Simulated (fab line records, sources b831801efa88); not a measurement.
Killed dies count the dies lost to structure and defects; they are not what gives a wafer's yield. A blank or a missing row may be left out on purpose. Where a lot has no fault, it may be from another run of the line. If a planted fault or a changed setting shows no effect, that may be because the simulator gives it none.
fab line records    flow sky130
record lots=13  wafers=39  lastDay=51
route steps=708 shown VT_ADJUST_HVTP@95 VT_ADJUST_HVTR@137 VT_ADJUST_PCH@153 PAD_OPEN@708
lots that met no fault: taken from a fault-free run of the same line
startH: start of the lot's first displayed wafer, in hours after the record's first day    waitH: hours elapsed since this lot's preceding step    " identical to the entry in the row above    L1.1+2: several wafers, shown together as one row    - no value, or no start given    * or withheld: withheld    < > ~ a bound
route shown NAME@n: a module of which the file shows steps, and the number in the route of the first    usual: mean/standard deviation of fault-free wafers    same: alike in all rows    chamber/n: place in a boat    sites: each site's reading    _std_site: the values' standard deviation    _edge_site: inner sites' mean taken away from outer sites' mean    radiusMm: how far each site lies from the wafer's centre    mask NAME#n: copy n    behind: the most recent tool/chamber to have shaped the wafer    hold: what put the lot on hold/how long, in hours/how the hold closed    device: names the non-switching transistor (n, p or np)    end of line: the route-end tests of the same wafers    a step given without rows: its recipe and nothing more    killed: count of dies lost to structure and defects at first sort (not the wafer's yield)    map: a wafer's dies, x killed, . not, _ none there
set.NAME: the setting that was run; set.NAME@STEP: the one run at that earlier step    model.NAME: the simulator's own value behind a step, which no gauge read
steps of the route over a sample of lots; a table a step, a row a wafer
services: a tool's chamber out of use, with start hour (startH, from the record's first day; less than 0 if before it), hours out, and reason
## steps
# step SKY_VT_ADJUST_HVTP_STRIP_10
# recipe chemistry=O2/N2  powerW=1400  pressureMtorr=1500  platenTempC=withheld  o2FlowSccm=3000  n2FlowSccm=300  overashFraction=0.5
# usual drypumpMotorCurrentA=5.8/0.43  oesProductAu=0.716/0.0045  stripTimeToEndpointS=14.19/0.042
lot.wafer  tool            chamber  startH  waitH  drypumpMotorCurrentA  oesProductAu  rfHoursCounterH  stripTimeToEndpointS
L572.1     plasmaAsher-02  0        140.17  0.1    5.5                   0.717         44               14.19
L572.4     "               1        "       "      5.4                   0.716         -                14.18
L572.5     "               0        "       "      5.4                   0.717         -                14.23
L573.1     plasmaAsher-01  0        141.20  0.1    6.4                   0.711         2                14.23
L573.4     "               0        "       "      6.4                   0.717         -                14.20
L573.5     "               1        "       "      6.5                   0.718         -                14.18
L574.1     plasmaAsher-01  0        142.80  0.1    6.4                   0.717         2                14.13
L574.4     "               1        "       "      6.5                   0.724         -                14.16
L574.6     "               0        "       "      6.4                   0.721         -                14.21
L575.1     plasmaAsher-01  1        148.62  0.1    6.5                   0.707         3                14.21
L575.5     "               0        "       "      6.4                   0.718         -                14.20
L575.6     "               1        "       "      6.5                   0.717         -                14.22
L576.1     plasmaAsher-02  1        149.22  0.1    5.4                   0.721         45               14.22
L576.2     "               0        "       "      5.5                   0.725         45               14.22
L576.3     "               0        "       "      5.4                   0.719         -                14.22
L578.2     plasmaAsher-02  1        165.75  0.1    5.4                   0.704         46               14.21
L578.5     "               0        "       "      5.5                   0.713         -                14.19
L578.6     "               1        "       "      5.4                   0.719         -                14.17
L580.1     plasmaAsher-01  1        177.03  0.1    6.5                   0.714         6                14.24
L580.3     "               1        "       "      6.5                   0.715         -                14.19
L580.4     "               0        "       "      6.4                   0.707         -                14.21
L579.3     plasmaAsher-02  1        178.05  0.1    5.4                   0.723         -                14.18
L579.5     "               1        "       "      5.5                   0.720         -                14.15
L579.6     "               0        "       "      5.4                   0.716         -                14.15
L581.2     plasmaAsher-02  0        181.70  0.1    5.4                   0.714         48               14.17
L581.4     "               0        "       "      5.4                   0.715         -                14.20
L581.6     "               0        "       "      5.5                   0.711         -                14.21
L582.2     plasmaAsher-04  1        188.67  0.1    5.6                   0.716         50               14.22
L582.3     "               1        "       "      5.6                   0.714         -                14.23
L582.6     "               1        "       "      5.6                   0.714         -                14.25
L584.2     plasmaAsher-02  1        201.88  0.1    5.4                   0.713         50               14.19
L584.3     "               1        "       "      5.4                   0.718         -                14.23
L584.4     "               0        "       "      5.4                   0.719         -                14.12
L591.1     plasmaAsher-02  1        247.78  0.1    5.4                   0.716         54               14.13
L591.3     "               1        "       "      5.4                   0.719         -                14.15
L591.4     "               0        "       "      5.5                   0.717         -                14.17
L592.2     plasmaAsher-01  0        253.30  0.1    6.4                   0.708         13               14.10
L592.4     "               0        "       "      6.4                   0.721         -                14.14
L592.6     "               0        "       "      6.4                   0.717         -                14.10
# step SKY_VT_ADJUST_HVTR_DEVELOP_06
# recipe developTimeS=60  devTempC=23
# usual chillPlateTempC=23.01/0.1  developerTempC=22.98/0.089
# same developTimeS=60
lot.wafer  tool           chamber  startH  waitH  chillPlateTempC  developerTempC
L572.1     lithoTrack-01  0        227.59  0.1    23.00            23.04
L572.4     "              0        "       "      23.01            22.99
L572.5     "              0        "       "      23.10            23.13
L573.1     lithoTrack-01  0        227.89  0.1    22.80            22.97
L573.4     "              0        "       "      22.94            23.05
L573.5     "              0        "       "      23.04            22.93
L574.1     lithoTrack-02  0        230.25  0.1    23.01            22.97
L574.4     "              0        "       "      23.01            22.90
L574.6     "              0        "       "      23.00            22.93
L575.1     lithoTrack-03  0        235.03  0.1    22.88            22.82
L575.5     "              0        "       "      22.97            22.96
L575.6     "              0        "       "      22.91            23.00
L576.1     lithoTrack-02  0        236.00  0.1    23.01            22.96
L576.2     "              0        "       "      23.09            22.98
L576.3     "              0        "       "      22.93            22.96
L578.2     lithoTrack-02  0        255.67  0.1    22.95            22.99
L578.5     "              0        "       "      23.00            22.89
L578.6     "              0        "       "      23.00            22.98
L580.1     lithoTrack-03  0        270.58  0.1    22.93            23.02
L580.3     "              0        "       "      23.03            23.08
L580.4     "              0        "       "      23.03            22.89
L579.3     lithoTrack-01  0        271.64  0.1    22.83            22.80
L579.5     "              0        "       "      22.99            22.74
L579.6     "              0        "       "      22.90            23.01
L581.2     lithoTrack-03  0        274.25  0.1    22.98            22.86
L581.4     "              0        "       "      22.92            22.98
L581.6     "              0        "       "      22.89            23.03
L582.2     lithoTrack-03  0        285.05  0.1    23.05            23.04
L582.3     "              0        "       "      22.94            22.84
L582.6     "              0        "       "      23.23            22.94
L584.2     lithoTrack-03  0        298.15  0.1    23.22            23.11
L584.3     "              0        "       "      23.11            23.10
L584.4     "              0        "       "      22.98            23.08
L591.1     lithoTrack-01  0        351.94  0.1    23.14            22.04
L591.3     "              0        "       "      23.00            22.05
L591.4     "              0        "       "      23.15            22.01
L592.2     lithoTrack-01  0        356.96  0.1    22.87            22.02
L592.4     "              0        "       "      22.91            21.98
L592.6     "              0        "       "      22.97            22.24
# step SKY_VT_ADJUST_HVTR_CD_MEAS_07
# recipe targetCdNm=380
# usual cdNm=379.8/2.5
lot.wafer  tool      chamber  startH  waitH  cdNm
L572.1     cdSem-02  -        227.74  0.1    378.7
L572.4     "         -        "       "      383.7
L572.5     "         -        "       "      380.4
L573.1     cdSem-01  -        228.04  0.1    378.6
L573.4     "         -        "       "      379.6
L573.5     "         -        "       "      378.8
L574.1     cdSem-01  -        230.40  0.1    375.9
L574.4     "         -        "       "      376.4
L574.6     "         -        "       "      378.2
L575.1     cdSem-02  -        235.18  0.1    376.2
L575.5     "         -        "       "      377.8
L575.6     "         -        "       "      376.1
L576.1     cdSem-02  -        236.15  0.1    378.7
L576.2     "         -        "       "      378.6
L576.3     "         -        "       "      375.5
L578.2     cdSem-02  -        255.82  0.1    378.9
L578.5     "         -        "       "      378.8
L578.6     "         -        "       "      377.7
L580.1     cdSem-02  -        270.73  0.1    378.2
L580.3     "         -        "       "      376.7
L580.4     "         -        "       "      377.3
L579.3     cdSem-01  -        271.78  0.1    379.6
L579.5     "         -        "       "      381.0
L579.6     "         -        "       "      381.7
L581.2     cdSem-02  -        274.40  0.1    385.0
L581.4     "         -        "       "      384.9
L581.6     "         -        "       "      384.1
L582.2     cdSem-01  -        285.20  0.1    380.2
L582.3     "         -        "       "      380.2
L582.6     "         -        "       "      382.7
L584.2     cdSem-02  -        298.29  0.1    383.0
L584.3     "         -        "       "      382.2
L584.4     "         -        "       "      382.9
L591.1     cdSem-01  -        352.09  0.1    385.7
L591.3     "         -        "       "      384.4
L591.4     "         -        "       "      383.6
L592.2     cdSem-01  -        357.11  0.1    385.1
L592.4     "         -        "       "      385.5
L592.6     "         -        "       "      385.5
# step SKY_VT_ADJUST_PCH_TW_MEAS_10
# usual VT_ADJUST_PCH_TW=143.8/0.55
lot.wafer  tool          chamber  startH  waitH  VT_ADJUST_PCH_TW
L572.1     filmMetro-04  -        250.05  0.1    144.6
L572.4     "             -        "       "      144.1
L572.5     "             -        "       "      144.3
L573.1     filmMetro-02  -        251.00  0.1    142.8
L573.4     "             -        "       "      142.6
L573.5     "             -        "       "      143.5
L574.1     filmMetro-03  -        254.86  0.1    143.3
L574.4     "             -        "       "      143.2
L574.6     "             -        "       "      143.8
L575.1     filmMetro-02  -        260.18  0.1    144.3
L575.5     "             -        "       "      143.5
L575.6     "             -        "       "      143.5
L576.1     filmMetro-04  -        261.73  0.1    144.4
L576.2     "             -        "       "      143.9
L576.3     "             -        "       "      144.1
L578.2     filmMetro-02  -        281.42  0.1    143.5
L578.5     "             -        "       "      143.2
L578.6     "             -        "       "      144.2
L580.1     filmMetro-02  -        296.16  0.1    144.0
L580.3     "             -        "       "      143.9
L580.4     "             -        "       "      143.6
L579.3     filmMetro-02  -        298.19  0.1    143.2
L579.5     "             -        "       "      144.3
L579.6     "             -        "       "      143.6
L581.2     filmMetro-02  -        300.36  0.1    143.5
L581.4     "             -        "       "      143.9
L581.6     "             -        "       "      143.5
L582.2     filmMetro-03  -        311.31  0.1    144.6
L582.3     "             -        "       "      143.5
L582.6     "             -        "       "      143.7
L584.2     filmMetro-04  -        324.68  0.1    143.3
L584.3     "             -        "       "      144.0
L584.4     "             -        "       "      144.2
L591.1     filmMetro-02  -        381.40  0.1    144.2
L591.3     "             -        "       "      144.0
L591.4     "             -        "       "      144.6
L592.2     filmMetro-04  -        386.21  0.1    144.1
L592.4     "             -        "       "      144.4
L592.6     "             -        "       "      143.5
# step SKY_PAD_OPEN_PROBE_99
# usual killed_at_M0_to_M3=43/6.6  killed_at_M4_up=3.1/1.9  killedAtContacts=24/5.2  killedAtFrontEnd=16/4.5  killedAtOther=0.4/0.62  killedDies=87/9  killedOpen=48/7  killedShort=39/6.2
# same grossDies=492  killedAtBackSide=0
lot.wafer  tool       chamber  startH   waitH  killed_at_M0_to_M3  killed_at_M4_up  killedAtContacts  killedAtFrontEnd  killedAtOther  killedDies  killedOpen  killedShort
L573.1     prober-01  -        1104.79  0.1    50                  7                16                20                1              94          50          44
L573.4     prober-01  -        1104.94  0.2    42                  3                18                14                0              77          49          28
L573.5     prober-01  -        1104.99  0.2    53                  1                19                10                1              84          62          21
L574.1     prober-02  -        1108.02  0.1    42                  6                31                16                0              95          55          40
L574.4     prober-02  -        1108.17  0.2    41                  0                22                11                0              74          39          35
L574.6     prober-02  -        1108.27  0.2    46                  3                14                13                1              77          46          31
L576.1     prober-01  -        1118.81  0.1    38                  6                24                14                0              82          40          42
L576.2     prober-01  -        1118.86  0.1    43                  2                27                9                 0              81          50          31
L576.3     prober-01  -        1118.91  0.2    55                  2                25                25                0              107         58          49
L579.3     prober-01  -        1141.05  0.2    48                  3                21                20                0              92          41          51
L579.5     prober-01  -        1141.15  0.2    38                  4                23                24                0              89          56          33
L579.6     prober-01  -        1141.20  0.2    44                  1                30                16                1              92          48          44
L584.2     prober-01  -        1162.27  0.1    40                  4                23                15                0              82          30          52
L584.3     prober-01  -        1162.32  0.2    44                  4                13                23                1              85          46          39
L584.4     prober-01  -        1162.37  0.2    41                  2                26                17                0              86          45          41
L592.2     prober-01  -        1211.65  0.1    30                  2                25                15                0              72          41          31
L592.4     prober-01  -        1211.75  0.2    53                  4                23                9                 3              92          59          33
L592.6     prober-01  -        1211.85  0.2    34                  3                18                17                0              72          40          32
L591.1     prober-02  -        1213.16  0.1    51                  1                25                14                0              91          42          49
L591.3     prober-02  -        1213.26  0.2    58                  2                20                14                0              94          54          40
L591.4     prober-02  -        1213.31  0.2    47                  2                23                22                0              94          50          44
# killed by level:class
L573.1 VIA1:geometricParticle:open=11 VIA1:geometricParticle:short=8 CONTACT:geometricParticle:open=7 VIA3:geometricParticle:open=7 LI_CONTACT:geometricParticle:open=5 METAL2:geometricParticle:short=5 METAL4:geometricParticle:short=5 POLY_GATE:geometricParticle:open=4
L573.4 CONTACT:geometricParticle:open=12 VIA1:geometricParticle:open=10 VIA2:geometricParticle:open=8 VIA3:geometricParticle:open=7 FIELD_ISO:geometricParticle:short=5 VIA1:geometricParticle:short=4 METAL2:geometricParticle:short=4 POLY_CUT:geometricParticle:open=3
L573.5 VIA1:geometricParticle:open=18 VIA3:geometricParticle:open=11 CONTACT:geometricParticle:open=9 VIA2:geometricParticle:open=8 METAL2:geometricParticle:short=7 LI_CONTACT:geometricParticle:open=6 FIELD_ISO:geometricParticle:open=5 VIA1:geometricParticle:short=3
L574.1 CONTACT:geometricParticle:open=12 VIA3:geometricParticle:open=12 VIA1:geometricParticle:open=8 LI_CONTACT:geometricParticle:open=7 CONTACT:geometricParticle:short=6 POLY_GATE:geometricParticle:open=6 METAL2:geometricParticle:short=6 METAL4:geometricParticle:short=6
L574.4 VIA2:geometricParticle:open=9 VIA1:geometricParticle:short=8 VIA3:geometricParticle:open=6 CONTACT:geometricParticle:open=6 CONTACT:geometricParticle:short=6 VIA1:geometricParticle:open=6 LI_CONTACT:geometricParticle:open=5 LOCAL_INTERCONNECT:geometricParticle:short=4
L574.6 VIA1:geometricParticle:open=12 VIA2:geometricParticle:open=9 METAL1:geometricParticle:short=7 CONTACT:geometricParticle:open=6 VIA3:geometricParticle:short=5 VIA3:geometricParticle:open=4 VIA1:geometricParticle:short=4 FIELD_ISO:geometricParticle:open=3
L576.1 CONTACT:geometricParticle:open=12 VIA1:geometricParticle:open=9 FIELD_ISO:geometricParticle:short=8 LOCAL_INTERCONNECT:geometricParticle:short=5 VIA3:geometricParticle:open=5 VIA1:geometricParticle:short=4 METAL1:geometricParticle:short=4 METAL2:geometricParticle:short=4
L576.2 VIA1:geometricParticle:open=12 CONTACT:geometricParticle:open=9 LI_CONTACT:geometricParticle:open=8 CONTACT:geometricParticle:short=7 METAL1:geometricParticle:short=7 VIA3:geometricParticle:open=6 METAL2:geometricParticle:short=5 VIA2:geometricParticle:open=5
L576.3 VIA1:geometricParticle:open=13 CONTACT:geometricParticle:open=11 VIA1:geometricParticle:short=9 POLY_GATE:geometricParticle:open=7 POLY_GATE:geometricParticle:short=6 VIA3:geometricParticle:open=6 FIELD_ISO:geometricParticle:open=5 METAL2:geometricParticle:short=5
L579.3 METAL2:geometricParticle:short=7 METAL1:geometricParticle:short=7 VIA2:geometricParticle:open=7 VIA3:geometricParticle:open=6 CONTACT:geometricParticle:open=5 POLY_GATE:geometricParticle:open=5 VIA2:geometricParticle:short=5 VIA1:geometricParticle:open=5
L579.5 VIA1:geometricParticle:open=15 FIELD_ISO:geometricParticle:open=10 CONTACT:geometricParticle:open=8 LI_CONTACT:geometricParticle:open=7 FIELD_ISO:geometricParticle:short=6 POLY_GATE:geometricParticle:open=5 VIA2:geometricParticle:open=5 VIA3:geometricParticle:open=4
L579.6 CONTACT:geometricParticle:open=12 VIA1:geometricParticle:open=8 POLY_GATE:geometricParticle:open=7 METAL2:geometricParticle:short=7 VIA1:geometricParticle:short=6 VIA3:geometricParticle:open=5 LI_CONTACT:geometricParticle:open=5 CONTACT:geometricParticle:short=5
L584.2 METAL2:geometricParticle:short=10 CONTACT:geometricParticle:short=9 VIA1:geometricParticle:open=9 CONTACT:geometricParticle:open=6 METAL1:geometricParticle:short=5 METAL3:geometricParticle:short=5 FIELD_ISO:geometricParticle:short=4 FIELD_ISO:geometricParticle:open=3
L584.3 VIA1:geometricParticle:short=8 METAL2:geometricParticle:short=8 VIA1:geometricParticle:open=8 POLY_GATE:geometricParticle:open=5 LI_CONTACT:geometricParticle:open=5 FIELD_ISO:geometricParticle:open=4 SPACER:geometricParticle:open=4 METAL1:geometricParticle:short=4
L584.4 CONTACT:geometricParticle:open=9 VIA2:geometricParticle:open=9 VIA1:geometricParticle:open=8 CONTACT:geometricParticle:short=6 METAL1:geometricParticle:short=6 FIELD_ISO:geometricParticle:short=4 POLY_GATE:geometricParticle:open=4 SPACER:geometricParticle:open=4
L592.2 LI_CONTACT:geometricParticle:open=8 CONTACT:geometricParticle:open=8 METAL1:geometricParticle:short=7 VIA1:geometricParticle:open=7 POLY_GATE:geometricParticle:open=4 FIELD_ISO:geometricParticle:short=3 SPACER:geometricParticle:open=3 CONTACT:geometricParticle:short=3
L592.4 VIA1:geometricParticle:open=14 CONTACT:geometricParticle:open=10 VIA3:geometricParticle:open=9 LI_CONTACT:geometricParticle:open=8 VIA2:geometricParticle:open=7 VIA1:geometricParticle:short=4 VIA2:geometricParticle:short=4 METAL1:geometricParticle:short=3
L592.6 VIA1:geometricParticle:open=7 VIA3:geometricParticle:open=7 CONTACT:geometricParticle:short=6 LI_CONTACT:geometricParticle:open=5 CONTACT:geometricParticle:open=5 FIELD_ISO:geometricParticle:open=4 VIA1:geometricParticle:short=4 METAL2:geometricParticle:short=4
L591.1 VIA1:geometricParticle:open=12 VIA3:geometricParticle:open=9 LI_CONTACT:geometricParticle:open=8 METAL2:geometricParticle:short=7 VIA3:geometricParticle:short=7 LOCAL_INTERCONNECT:geometricParticle:short=6 FIELD_ISO:geometricParticle:short=5 LI_CONTACT:geometricParticle:short=5
L591.3 VIA1:geometricParticle:open=14 VIA3:geometricParticle:open=12 LI_CONTACT:geometricParticle:open=9 VIA1:geometricParticle:short=8 FIELD_ISO:geometricParticle:short=6 VIA3:geometricParticle:short=6 VIA2:geometricParticle:open=5 CONTACT:geometricParticle:open=4
L591.4 CONTACT:geometricParticle:open=9 VIA1:geometricParticle:short=8 VIA2:geometricParticle:open=7 FIELD_ISO:geometricParticle:short=7 VIA1:geometricParticle:open=7 FIELD_ISO:geometricParticle:open=6 METAL2:geometricParticle:short=6 VIA3:geometricParticle:open=6
## services
tool            chamber  startH  hours  kind
plasmaAsher-01  0        117.75  -      clean
plasmaAsher-01  1        117.75  -      clean
## key
firstSign step=SKY_VT_ADJUST_HVTR_DEVELOP_06  reading=developerTempC  direction=down  sigmas=10  usual=*  struck=*
effect step=SKY_VT_ADJUST_HVTR_CD_MEAS_07  reading=cdNm  direction=up  sigmas=2.1  usual=379.8  struck=385.0
metAt SKY_VT_ADJUST_HVTR_DEVELOP_06
struckLots L591,L592
testerLeftOut L591,L592
notActingAt SKY_VT_ADJUST_HVTP_STRIP_10,SKY_VT_ADJUST_HVTR_CD_MEAS_07,SKY_VT_ADJUST_PCH_TW_MEAS_10
onsetBetween 271.64 351.94
fault kind=processParameterDrift  tool=lithoTrack-01  chamber=-  onsetH=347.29  steps=SKY_VT_ADJUST_HVTR_DEVELOP_06  channel=devTempC  offset=*  shape=step  endH=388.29  actsIn=*  stated=*
# testerLeftOut: of these lots the tester's yield and bins aren't shown, on N5 and GAA mostly nor the transistor test; their killed dies are dies lost to structure and defects alone, not to doping, threshold or leakage, so they don't give the yield
